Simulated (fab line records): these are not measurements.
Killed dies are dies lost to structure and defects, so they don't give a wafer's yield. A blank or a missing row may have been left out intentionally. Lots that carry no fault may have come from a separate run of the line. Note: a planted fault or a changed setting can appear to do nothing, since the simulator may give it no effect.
fab line records	flow sky130
record: lots: 5	wafers: 27
route steps=708 shown LI_CONTACT@362 LOCAL_INTERCONNECT@397 METAL2@502 CAPM@539 VIA3@573
start_h: start of the lot's first displayed wafer, in hours after the record's first day	wait_h: hours since the lot's step before	" the same as in the row above	L1.1+2: several wafers, shown together as one row	- value missing, or start not given	* or withheld: withheld	< > ~ a bound
route shown NAME@n: NAME is a module with steps in the file, n the number in the route of the first one	usual: mean/standard deviation taken from wafers without a fault	same: alike in all rows	chamber/n: place in a boat	sites: readings site by site	_std_site: how widely they spread, as a standard deviation	_edge_site: the outer-site mean with the inner-site mean subtracted	radius_mm: how far each site lies from the wafer's centre	mask NAME#n: copy n	behind: tool/chamber where the wafer was last shaped	hold: reason for holding the lot/hours on hold/outcome of the hold	device: whichever transistor did not switch (one of n, p or np)	end of line: tests run on the same wafers once the route is complete	for a step that has no rows: nothing shown but its recipe	killed: at the first sort, the dies lost to defects and structure; wafer yield is something else	map: a wafer's dies, marking killed ones x, the rest . and places with no die _
set.NAME: the setting the step ran with; set.NAME@STEP: the setting that earlier step ran with	model.NAME: the simulator's own value behind a step, which no gauge read
lots with deliberately changed settings; one table per step, one row per wafer
== steps ==
step: SKY_LI_CONTACT_HDPCVD_00
recipe: material: PSG	target_thk_nm: 930	sigma_open_frac: 0.3	time_s: 155	temp_c: 600	sih4_flow_sccm: 60	pressure_mtorr: 6
lot.wafer	tool	chamber	start_h	wait_h	set.time_s	model.PSG_of_LI_CONTACT_HDPCVD_00.thk_nm
L077.2	hdpcvd-01	2	672.86	0.0	155	944.1
L077.5	"	0	"	"	155	920.9
L077.6	"	2	"	"	155	947
L078.1	hdpcvd-02	1	675.79	0.0	72.67	440.1
L078.2	"	2	"	"	155	925.9
L078.3	"	0	"	"	72.67	420.7
L078.4	"	0	"	"	155	914.5
L078.5	"	2	"	"	155	926.7
L078.6	"	1	"	"	72.67	440
L079.1	hdpcvd-02	2	691.30	0.0	155	928.2
L079.2	"	0	"	"	155	922.5
L079.3	"	1	"	"	155	938
L079.4	"	0	"	"	155	905.1
L079.5	"	2	"	"	155	931.8
L079.6	"	1	"	"	155	938.5
L083.1	hdpcvd-01	0	743.54	0.0	92.61	562.3
L083.2	"	2	"	"	155	933.4
L083.3	"	1	"	"	92.61	549.8
L083.4	"	2	"	"	155	934.5
L083.5	"	0	"	"	92.61	546.4
L083.6	"	1	"	"	155	917.1
L085.1	hdpcvd-02	1	756.88	0.0	155	931
L085.2	"	2	"	"	155	933.3
L085.3	"	0	"	"	181.2	1082
L085.4	"	1	"	"	181.2	1099
L085.5	"	2	"	"	181.2	1074
L085.6	"	0	"	"	155	923.5
step: SKY_LI_CONTACT_THK_MEAS_01
recipe: reads: PSG_of_LI_CONTACT_HDPCVD_00
usual: LI_CONTACT_HDPCVD_THK: 929/10
lot.wafer	tool	chamber	start_h	wait_h	set.time_s@LI_CONTACT_HDPCVD_00	LI_CONTACT_HDPCVD_THK[nm]
L077.2	film_metro-01	-	673.02	0.1	155	945
L077.5	"	-	"	"	155	921
L077.6	"	-	"	"	155	947
L078.1	film_metro-01	-	675.90	0.1	72.67	440
L078.2	"	-	"	"	155	925
L078.3	"	-	"	"	72.67	421
L078.4	"	-	"	"	155	915
L078.5	"	-	"	"	155	927
L078.6	"	-	"	"	72.67	440
L079.1	film_metro-01	-	691.41	0.1	155	929
L079.2	"	-	"	"	155	922
L079.3	"	-	"	"	155	939
L079.4	"	-	"	"	155	905
L079.5	"	-	"	"	155	932
L079.6	"	-	"	"	155	938
L083.1	film_metro-04	-	743.64	0.1	92.61	563
L083.2	"	-	"	"	155	933
L083.3	"	-	"	"	92.61	550
L083.4	"	-	"	"	155	935
L083.5	"	-	"	"	92.61	547
L083.6	"	-	"	"	155	918
L085.1	film_metro-02	-	756.99	0.1	155	931
L085.2	"	-	"	"	155	933
L085.3	"	-	"	"	181.2	1081
L085.4	"	-	"	"	181.2	1099
L085.5	"	-	"	"	181.2	1074
L085.6	"	-	"	"	155	923
step: SKY_LI_CONTACT_CMP_02
recipe: material: PSG	down_force_psi: 4	platen_rpm: 60	pad_velocity_m_s: 0.94248
usual: time_to_endpoint_s: 33/3.8
lot.wafer	tool	chamber	start_h	wait_h	set.time_s@LI_CONTACT_HDPCVD_00	time_to_endpoint_s	model.PSG_of_LI_CONTACT_HDPCVD_00.thk_nm
L077.2	cmp-01	3	673.12	0.1	155	36	585.9
L077.5	"	2	"	"	155	28	584.2
L077.6	"	3	"	"	155	35	585.7
L078.3	cmp-01	0	675.96	0.0	72.67	13	420.7
L078.1	"	1	"	"	72.67	8	440.1
L078.4	"	2	"	"	155	28	584.5
L078.2	"	3	"	"	155	35	585
L078.5	"	0	"	"	155	39	587.7
L078.6	"	1	"	"	72.67	11	440
L079.4	cmp-01	2	691.47	0.0	155	26	583.8
L079.2	"	3	"	"	155	34	586.1
L079.1	"	0	"	"	155	37	586.7
L079.3	"	1	"	"	155	37	586.7
L079.6	"	2	"	"	155	29	584.2
L079.5	"	3	"	"	155	35	585
L083.2	cmp-01	1	743.70	0.0	155	37	584.4
L083.1	"	2	"	"	92.61	14	562.3
L083.4	"	3	"	"	155	38	586.2
L083.3	"	0	"	"	92.61	21	549.8
L083.6	"	1	"	"	155	34	584.5
L083.5	"	2	"	"	92.61	13	546.4
L085.4	cmp-02	3	757.05	0.0	181.2	51	585.8
L085.1	"	0	"	"	155	29	584.6
L085.3	"	1	"	"	181.2	49	585.5
L085.2	"	2	"	"	155	31	585.5
L085.5	"	3	"	"	181.2	47	586.6
L085.6	"	0	"	"	155	34	586.1
step: SKY_LI_CONTACT_DEHYDRATE_04
recipe: temp_c: 200	time_s: 60
step: SKY_LI_CONTACT_ETCH_14
recipe: chemistry: N2/H2	target: BARC	ion_energy_ev: 200	source_w: 500	bias_w: 100	pressure_mtorr: 30	n2_flow_sccm: 100	h2_flow_sccm: 200	stop_on: SiO2	time_s: 45.9	target_depth_a: 600
step: SKY_LI_CONTACT_ETCH_15
recipe: target: PSG	chemistry: C4F8/O2/Ar	stop_on: Si	taper_deg: 4.15	mask_material: KrF-thick	source_w: 1500	bias_w: 1200	pressure_mtorr: 40	c4f8_flow_sccm: withheld	O2_flow_sccm: 6	Ar_flow_sccm: 300	time_s: withheld	target_depth_a: 6000
lot.wafer	tool	chamber	start_h	wait_h	set.time_s@LI_CONTACT_HDPCVD_00	model.LI_CONTACT.feature_depth_nm
L077.2	rie_diel-02	1	701.49	0.0	*	585.9
L077.5	"	3	"	"	*	584.2
L077.6	"	0	"	"	*	585.7
L078.1	rie_diel-01	1	703.94	0.0	*	440.1
L078.2	"	2	"	"	*	585
L078.3	"	0	"	"	*	420.7
L078.4	"	3	"	"	*	584.5
L078.5	"	3	"	"	*	587.7
L078.6	"	2	"	"	*	440
L079.1+3	rie_diel-01	1,3	719.97	0.0	*	586.7
L079.2	"	2	"	"	*	586.1
L079.4	"	0	"	"	*	583.8
L079.5	"	3	"	"	*	585
L079.6	"	0	"	"	*	584.2
L083.1	rie_diel-02	0	771.12	0.0	*	562.3
L083.2	"	2	"	"	*	584.4
L083.3	"	3	"	"	*	549.8
L083.4	"	1	"	"	*	586.2
L083.5	"	1	"	"	*	546.4
L083.6	"	0	"	"	*	584.5
L085.1	rie_diel-01	3	783.79	0.0	*	584.6
L085.2	"	0	"	"	*	585.5
L085.3	"	2	"	"	*	585.5
L085.4	"	1	"	"	*	585.8
L085.5	"	0	"	"	*	586.6
L085.6	"	3	"	"	*	586.1
step: SKY_LOCAL_INTERCONNECT_DEVELOP_10
recipe: develop_time_s: 60	resist: KrF-thick	dev_temp_c: 21
lot.wafer	tool	chamber	start_h	wait_h	set.develop_time_s
L077.2+5+6	litho_track-03	0	-	-	60
L078.1+2+6	litho_track-02	0	-	-	60
L078.3+4+5	"	0	"	"	80.71
L079.1+2+3+4+5+6	litho_track-01	0	-	-	60
L083.1+2+3+4+5+6	litho_track-02	0	-	-	60
L085.1+2+3	litho_track-01	0	-	-	60
L085.4+5+6	"	0	"	"	70.38
step: SKY_LOCAL_INTERCONNECT_CD_MEAS_11
recipe: target_cd_nm: 170
usual: cd_nm: 170.5/1.6
lot.wafer	tool	chamber	start_h	wait_h	set.develop_time_s@LOCAL_INTERCONNECT_DEVELOP_10	cd_nm
L077.2	cd_sem-01	-	730.75	-	60	170.5
L077.5	"	-	"	"	60	169.4
L077.6	"	-	"	"	60	169.9
L078.1	cd_sem-01	-	733.02	-	60	170.8
L078.2	"	-	"	"	60	172.1
L078.3	"	-	"	"	80.71	167.2
L078.4	"	-	"	"	80.71	167.2
L078.5	"	-	"	"	80.71	165.1
L078.6	"	-	"	"	60	173.4
L079.1	cd_sem-01	-	749.34	-	60	169.7
L079.2	"	-	"	"	60	170.2
L079.3	"	-	"	"	60	170.0
L079.4	"	-	"	"	60	168.9
L079.5	"	-	"	"	60	170.3
L079.6	"	-	"	"	60	169.7
L083.1	cd_sem-02	-	798.77	-	60	168.3
L083.2	"	-	"	"	60	169.3
L083.3	"	-	"	"	60	168.9
L083.4	"	-	"	"	60	168.5
L083.5	"	-	"	"	60	168.0
L083.6	"	-	"	"	60	169.9
L085.1	cd_sem-01	-	812.24	-	60	172.8
L085.2	"	-	"	"	60	171.0
L085.3	"	-	"	"	60	171.3
L085.4	"	-	"	"	70.38	168.1
L085.5	"	-	"	"	70.38	167.2
L085.6	"	-	"	"	70.38	168.0
step: SKY_METAL2_METAL_ETCH_19
recipe: target_depth_a: 3600	stop_on: SiO2	over_etch_frac: 0.3	time_s: 78	chemistry: Cl2/BCl3	resist_sidewall_deg: 88	pressure_mtorr: 10	icp_w: 900	bias_w: 48.5	Cl2_flow_sccm: 60	bcl3_flow_sccm: 30
usual: oes_product_au: 0.854/0.0061
lot.wafer	tool	chamber	start_h	wait_h	set.target_depth_a	oes_product_au	model.KrF-thick_of_METAL2_COAT_10.thk_nm	model.METAL2.cd_nm	model.SiO2_of_VIA1_HDPCVD_00.thk_nm
L077.2	rie_metal-04	1	843.00	0.0	3600	0.856	164.5	135.9	330.2
L077.5	"	1	"	"	3600	0.853	164.9	133.9	331.7
L077.6	"	0	"	"	3600	0.848	158	134.5	332.2
L078.1	rie_metal-01	1	846.25	0.0	3600	0.855	162.9	139.1	329.6
L078.2	"	0	"	"	4743	0.739	82.98	132.3	325.9
L078.3	"	1	"	"	4743	0.736	92.54	130.9	327.1
L078.4	"	0	"	"	3600	0.850	158	137.2	331.1
L078.5	"	1	"	"	4743	0.735	88.14	131.5	326.8
L078.6	"	0	"	"	3600	0.847	157	140.3	329
L079.1	rie_metal-01	0	861.07	0.1	4741	0.742	84.35	130.7	325.2
L079.2	"	0	"	"	4741	0.734	88.28	131.1	328.1
L079.3	"	0	"	"	3600	0.855	159.9	140.5	330.7
L079.4	"	0	"	"	3600	0.851	161.6	140.8	330.9
L079.5	"	0	"	"	4741	0.727	85.52	132	328.1
L079.6	"	0	"	"	3600	0.849	157.6	141.6	329.7
L083.1	rie_metal-01	0	909.45	0.0	3600	0.854	162.4	139.8	329.1
L083.2	"	1	"	"	5347	0.692	49.53	131.8	325.4
L083.3	"	0	"	"	5347	0.699	51.29	129.7	324.9
L083.4	"	1	"	"	5347	0.700	49.88	131.4	326
L083.5	"	1	"	"	3600	0.851	161.5	142.8	329.7
L083.6	"	0	"	"	3600	0.862	166.6	140.8	330.5
L085.1	rie_metal-01	0	922.78	0.0	2895	0.970	207.9	145	333.2
L085.2	"	1	"	"	3600	0.864	160.6	140.6	330.6
L085.3	"	1	"	"	3600	0.857	160.7	141.1	332.1
L085.4	"	0	"	"	2895	0.974	208	144.8	332.4
L085.5	"	0	"	"	2895	0.973	208.5	144.8	333.1
L085.6	"	1	"	"	3600	0.855	161.5	142.7	332
step: SKY_METAL2_STRIP_20
recipe: chemistry: O2/N2	power_w: 1400	pressure_mtorr: 1500	platen_temp_c: withheld	o2_flow_sccm: 3000	n2_flow_sccm: 300	overash_fraction: 0.5
usual: oes_product_au: 0.344/0.0054	strip_time_to_endpoint_s: 2.74/0.039
lot.wafer	tool	chamber	start_h	wait_h	set.target_depth_a@METAL2_METAL_ETCH_19	oes_product_au	strip_time_to_endpoint_s
L077.2	plasma_asher-01	0	843.09	0.1	3600	0.337	2.75
L077.5	"	0	"	"	3600	0.347	2.76
L077.6	"	1	"	"	3600	0.347	2.69
L078.1	plasma_asher-02	0	846.34	0.1	3600	0.342	2.74
L078.2	"	1	"	"	4743	0.307	1.84
L078.3	"	0	"	"	4743	0.308	1.97
L078.4	"	1	"	"	3600	0.333	2.69
L078.5	"	1	"	"	4743	0.310	1.91
L078.6	"	0	"	"	3600	0.345	2.70
L079.1	plasma_asher-02	1	861.25	0.1	4741	0.312	1.87
L079.2	"	0	"	"	4741	0.310	1.90
L079.3	"	1	"	"	3600	0.345	2.70
L079.4	"	0	"	"	3600	0.338	2.72
L079.5	"	1	"	"	4741	0.303	1.88
L079.6	"	0	"	"	3600	0.342	2.68
L083.1	plasma_asher-01	0	909.54	0.1	3600	0.341	2.73
L083.2	"	1	"	"	5347	0.284	1.49
L083.3	"	1	"	"	5347	0.288	1.49
L083.4	"	0	"	"	5347	0.285	1.46
L083.5	"	0	"	"	3600	0.340	2.72
L083.6	"	1	"	"	3600	0.358	2.78
L085.1	plasma_asher-02	1	922.87	0.1	2895	0.367	3.23
L085.2	"	0	"	"	3600	0.336	2.72
L085.3	"	0	"	"	3600	0.334	2.70
L085.4	"	1	"	"	2895	0.361	3.22
L085.5	"	1	"	"	2895	0.362	3.24
L085.6	"	0	"	"	3600	0.343	2.73
step: SKY_CAPM_SPUTTER_02
recipe: material: TiN	target_thk_nm: 200	temp_c: 300	power_w: 6500	time_s: 166.7	chamber_pressure_pa: 0.4
lot.wafer	tool	chamber	start_h	wait_h	set.time_s	model.TiN_of_CAPM_SPUTTER_02.thk_nm
L077.2	pvd_sputter-01	-	872.73	0.0	166.7	205.6
L077.5	"	-	"	"	166.7	206.6
L077.6	"	-	"	"	166.7	202.9
L078.1	pvd_sputter-01	-	875.54	0.1	166.7	203.5
L078.2	"	-	"	"	243	291.6
L078.3	"	-	"	"	166.7	203.4
L078.4	"	-	"	"	243	297.8
L078.5	"	-	"	"	166.7	202.8
L078.6	"	-	"	"	243	291.7
L079.1	pvd_sputter-01	-	890.14	0.1	166.7	197.3
L079.2	"	-	"	"	166.7	202.6
L079.3	"	-	"	"	96.1	116.8
L079.4	"	-	"	"	96.1	116.7
L079.5	"	-	"	"	96.1	120
L079.6	"	-	"	"	166.7	202.4
L083.1	pvd_sputter-04	-	936.99	0.1	166.7	204.1
L083.2	"	-	"	"	166.7	197.5
L083.3	"	-	"	"	210.9	251.8
L083.4	"	-	"	"	210.9	251.5
L083.5	"	-	"	"	210.9	251.3
L083.6	"	-	"	"	166.7	198.7
L085.1	pvd_sputter-01	-	950.19	0.1	166.7	196.8
L085.2	"	-	"	"	78.28	95.24
L085.3	"	-	"	"	166.7	201.6
L085.4	"	-	"	"	78.28	95.32
L085.5	"	-	"	"	166.7	195.3
L085.6	"	-	"	"	78.28	94.89
step: SKY_CAPM_RS_MEAS_03
recipe: thk_meas_gauge: four-point-probe	reads: TiN_of_CAPM_SPUTTER_02
usual: CAPM_TIN_RS: 6.90/0.12
lot.wafer	tool	chamber	start_h	wait_h	set.time_s@CAPM_SPUTTER_02	CAPM_TIN_RS[ohm/sq]
L077.2	film_metro-04	-	872.87	0.1	166.7	6.72
L077.5	"	-	"	"	166.7	6.68
L077.6	"	-	"	"	166.7	6.82
L078.1	film_metro-01	-	875.65	0.1	166.7	6.79
L078.2	"	-	"	"	243	4.71
L078.3	"	-	"	"	166.7	6.78
L078.4	"	-	"	"	243	4.59
L078.5	"	-	"	"	166.7	6.81
L078.6	"	-	"	"	243	4.70
L079.1	film_metro-01	-	890.25	0.1	166.7	7.01
L079.2	"	-	"	"	166.7	6.81
L079.3	"	-	"	"	96.1	12.03
L079.4	"	-	"	"	96.1	12.03
L079.5	"	-	"	"	96.1	11.66
L079.6	"	-	"	"	166.7	6.82
L083.1	film_metro-01	-	937.10	0.1	166.7	6.76
L083.2	"	-	"	"	166.7	7.00
L083.3	"	-	"	"	210.9	5.46
L083.4	"	-	"	"	210.9	5.47
L083.5	"	-	"	"	210.9	5.48
L083.6	"	-	"	"	166.7	6.94
L085.1	film_metro-03	-	950.30	0.1	166.7	7.01
L085.2	"	-	"	"	78.28	14.85
L085.3	"	-	"	"	166.7	6.85
L085.4	"	-	"	"	78.28	14.84
L085.5	"	-	"	"	166.7	7.08
L085.6	"	-	"	"	78.28	14.91
step: SKY_CAPM_THK_MEAS_04
recipe: thk_meas_gauge: xrf	reads: TiN_of_CAPM_SPUTTER_02
usual: CAPM_TIN_THK: 202/3.3
lot.wafer	tool	chamber	start_h	wait_h	set.time_s@CAPM_SPUTTER_02	CAPM_TIN_THK[nm]
L077.2	film_metro-04	-	872.98	0.1	166.7	207
L077.5	"	-	"	"	166.7	207
L077.6	"	-	"	"	166.7	204
L078.1	film_metro-01	-	875.77	0.1	166.7	205
L078.2	"	-	"	"	243	295
L078.3	"	-	"	"	166.7	206
L078.4	"	-	"	"	243	301
L078.5	"	-	"	"	166.7	205
L078.6	"	-	"	"	243	295
L079.1	film_metro-01	-	890.37	0.1	166.7	199
L079.2	"	-	"	"	166.7	204
L079.3	"	-	"	"	96.1	118
L079.4	"	-	"	"	96.1	118
L079.5	"	-	"	"	96.1	121
L079.6	"	-	"	"	166.7	204
L083.1	film_metro-01	-	937.22	0.1	166.7	206
L083.2	"	-	"	"	166.7	199
L083.3	"	-	"	"	210.9	256
L083.4	"	-	"	"	210.9	255
L083.5	"	-	"	"	210.9	254
L083.6	"	-	"	"	166.7	201
L085.1	film_metro-03	-	950.42	0.1	166.7	198
L085.2	"	-	"	"	78.28	96
L085.3	"	-	"	"	166.7	202
L085.4	"	-	"	"	78.28	96
L085.5	"	-	"	"	166.7	196
L085.6	"	-	"	"	78.28	95
step: SKY_CAPM_DEHYDRATE_05
recipe: temp_c: 200	time_s: 60
step: SKY_CAPM_HMDS_06
recipe: prime_time_s: 60	prime_temp_c: 120
step: SKY_CAPM_DEVELOP_11
recipe: resist: NOVOLAK	developer: TMAH	develop_time_s: 60	dev_temp_c: 23
step: SKY_CAPM_METAL_ETCH_13
recipe: target_depth_nm: 220	stop_on: SiO2	chemistry: Cl2/BCl3	target: TiN	pressure_mtorr: 10	icp_w: 900	bias_w: 48.5	Cl2_flow_sccm: 60	bcl3_flow_sccm: 30	time_s: 62.9
usual: oes_product_au: 0.941/0.0098
lot.wafer	tool	chamber	start_h	wait_h	set.time_s@CAPM_SPUTTER_02	oes_product_au
L077.2	rie_metal-02	0	898.51	0.0	166.7	0.957
L077.5	"	0	"	"	166.7	0.949
L077.6	"	1	"	"	166.7	0.948
L078.1	rie_metal-01	1	900.61	0.0	166.7	0.952
L078.2	"	0	"	"	243	0.983
L078.3	"	0	"	"	166.7	0.948
L078.4	"	1	"	"	243	0.992
L078.5	"	1	"	"	166.7	0.945
L078.6	"	0	"	"	243	0.992
L079.1	rie_metal-04	0	915.18	0.0	166.7	0.938
L079.2	"	1	"	"	166.7	0.948
L079.3	"	0	"	"	96.1	0.704
L079.4	"	1	"	"	96.1	0.709
L079.5	"	1	"	"	96.1	0.719
L079.6	"	0	"	"	166.7	0.951
L083.1	rie_metal-02	0	960.61	0.0	166.7	0.953
L083.2	"	1	"	"	166.7	0.930
L083.3	"	1	"	"	210.9	1.012
L083.4	"	0	"	"	210.9	1.006
L083.5	"	0	"	"	210.9	1.008
L083.6	"	1	"	"	166.7	0.936
L085.1	rie_metal-01	1	974.63	0.0	166.7	0.928
L085.2	"	0	"	"	78.28	0.653
L085.3	"	1	"	"	166.7	0.950
L085.4	"	0	"	"	78.28	0.647
L085.5	"	1	"	"	166.7	0.924
L085.6	"	0	"	"	78.28	0.647
step: SKY_VIA3_HDPCVD_00
recipe: material: SiO2	target_thk_nm: 1635	sigma_open_frac: 0.3	time_s: 272.5	temp_c: 400	sih4_flow_sccm: 60	pressure_mtorr: 6
lot.wafer	tool	chamber	start_h	wait_h	set.time_s	model.SiO2_of_VIA3_HDPCVD_00.thk_nm
L077.2	hdpcvd-01	0	926.00	0.0	272.5	1614
L077.5	"	0	"	"	272.5	1622
L077.6	"	2	"	"	272.5	1626
L078.1+4	hdpcvd-02	1,2	927.17	0.0	272.5	-
L078.2	"	0	"	"	272.5	1617
L078.3	"	2	"	"	207.2	-
L078.5	"	0	"	"	207.2	1235
L078.6	"	1	"	"	207.2	1237
L079.1	hdpcvd-02	1	941.56	0.0	272.5	1623
L079.2+4+5	"	2,0,1	"	"	272.5	-
L079.3	"	0	"	"	272.5	1611
L079.6	"	2	"	"	272.5	1677
L083.1	hdpcvd-01	0	986.49	0.0	194	1180
L083.2	"	2	"	"	272.5	1624
L083.3	"	1	"	"	272.5	1597
L083.4	"	2	"	"	194	1151
L083.5	"	0	"	"	272.5	1644
L083.6	"	1	"	"	194	1143
L085.1	hdpcvd-01	1	1000.29	0.0	272.5	1597
L085.2+4+5	"	2,1,2	"	"	272.5	-
L085.3	"	0	"	"	272.5	1655
L085.6	"	0	"	"	272.5	1627
step: SKY_VIA3_THK_MEAS_01
recipe: reads: SiO2_of_VIA3_HDPCVD_00
usual: VIA3_HDPCVD_THK: 1629/19
lot.wafer	tool	chamber	start_h	wait_h	set.time_s@VIA3_HDPCVD_00	VIA3_HDPCVD_THK[nm]
L077.2	film_metro-01	-	926.18	0.1	272.5	1614
L077.5	"	-	"	"	272.5	1622
L077.6	"	-	"	"	272.5	1627
L078.1	film_metro-04	-	927.34	0.1	272.5	1619
L078.2	"	-	"	"	272.5	1616
L078.3	"	-	"	"	207.2	1260
L078.4	"	-	"	"	272.5	1645
L078.5	"	-	"	"	207.2	1235
L078.6	"	-	"	"	207.2	1237
L079.1	film_metro-02	-	941.73	0.1	272.5	1623
L079.2	"	-	"	"	272.5	1652
L079.3	"	-	"	"	272.5	1612
L079.4	"	-	"	"	272.5	1655
L079.5	"	-	"	"	272.5	1628
L079.6	"	-	"	"	272.5	1677
L083.1	film_metro-04	-	986.66	0.1	194	1179
L083.2	"	-	"	"	272.5	1624
L083.3	"	-	"	"	272.5	1597
L083.4	"	-	"	"	194	1151
L083.5	"	-	"	"	272.5	1644
L083.6	"	-	"	"	194	1142
L085.1	film_metro-04	-	1000.46	0.1	272.5	1595
L085.2	"	-	"	"	272.5	1621
L085.3	"	-	"	"	272.5	1654
L085.4	"	-	"	"	272.5	1593
L085.5	"	-	"	"	272.5	1649
L085.6	"	-	"	"	272.5	1626
== key ==
split: step: SKY_LI_CONTACT_HDPCVD_00	setting: time_s	stated: 155	by: wafer
response: step: SKY_LI_CONTACT_HDPCVD_00	reading: model.PSG_of_LI_CONTACT_HDPCVD_00.thk_nm	change: +9.25	per: 1%	r: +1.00
response: step: SKY_LI_CONTACT_THK_MEAS_01	reading: LI_CONTACT_HDPCVD_THK	change: +9.24	per: 1%	r: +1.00
response: step: SKY_LI_CONTACT_CMP_02	reading: time_to_endpoint_s	change: *	per: 1%	r: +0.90
response: step: SKY_LI_CONTACT_CMP_02	reading: model.PSG_of_LI_CONTACT_HDPCVD_00.thk_nm	change: +1.98	per: 1%	r: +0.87
response: step: SKY_LI_CONTACT_ETCH_15	reading: model.LI_CONTACT.feature_depth_nm	change: +1.98	per: 1%	r: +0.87
split: step: SKY_LOCAL_INTERCONNECT_DEVELOP_10	setting: develop_time_s	stated: 60	by: wafer
response: step: SKY_LOCAL_INTERCONNECT_CD_MEAS_11	reading: cd_nm	change: -0.175	per: 1%	r: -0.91
split: step: SKY_METAL2_METAL_ETCH_19	setting: target_depth_a	stated: 3600	by: wafer
response: step: SKY_METAL2_METAL_ETCH_19	reading: oes_product_au	change: -0.00364	per: 1%	r: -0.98
response: step: SKY_METAL2_METAL_ETCH_19	reading: model.KrF-thick_of_METAL2_COAT_10.thk_nm	change: -2.32	per: 1%	r: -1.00
response: step: SKY_METAL2_METAL_ETCH_19	reading: model.METAL2.cd_nm	change: -0.231	per: 1%	r: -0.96
response: step: SKY_METAL2_METAL_ETCH_19	reading: model.SiO2_of_VIA1_HDPCVD_00.thk_nm	change: -0.093	per: 1%	r: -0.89
response: step: SKY_METAL2_STRIP_20	reading: oes_product_au	change: -0.00116	per: 1%	r: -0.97
response: step: SKY_METAL2_STRIP_20	reading: strip_time_to_endpoint_s	change: *	per: 1%	r: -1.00
split: step: SKY_CAPM_SPUTTER_02	setting: time_s	stated: 166.7	by: wafer
response: step: SKY_CAPM_SPUTTER_02	reading: model.TiN_of_CAPM_SPUTTER_02.thk_nm	change: +1.95	per: 1%	r: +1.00
response: step: SKY_CAPM_RS_MEAS_03	reading: CAPM_TIN_RS	change: -0.104	per: 1%	r: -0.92
response: step: SKY_CAPM_THK_MEAS_04	reading: CAPM_TIN_THK	change: +1.97	per: 1%	r: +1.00
response: step: SKY_CAPM_METAL_ETCH_13	reading: oes_product_au	shape: bent	at_lowest: 0.649	at_stated: 0.944	at_highest: 0.989
split: step: SKY_VIA3_HDPCVD_00	setting: time_s	stated: 272.5	by: wafer
response: step: SKY_VIA3_HDPCVD_00	reading: model.SiO2_of_VIA3_HDPCVD_00.thk_nm	change: +16.1	per: 1%	r: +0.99
response: step: SKY_VIA3_THK_MEAS_01	reading: VIA3_HDPCVD_THK	change: +16	per: 1%	r: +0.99
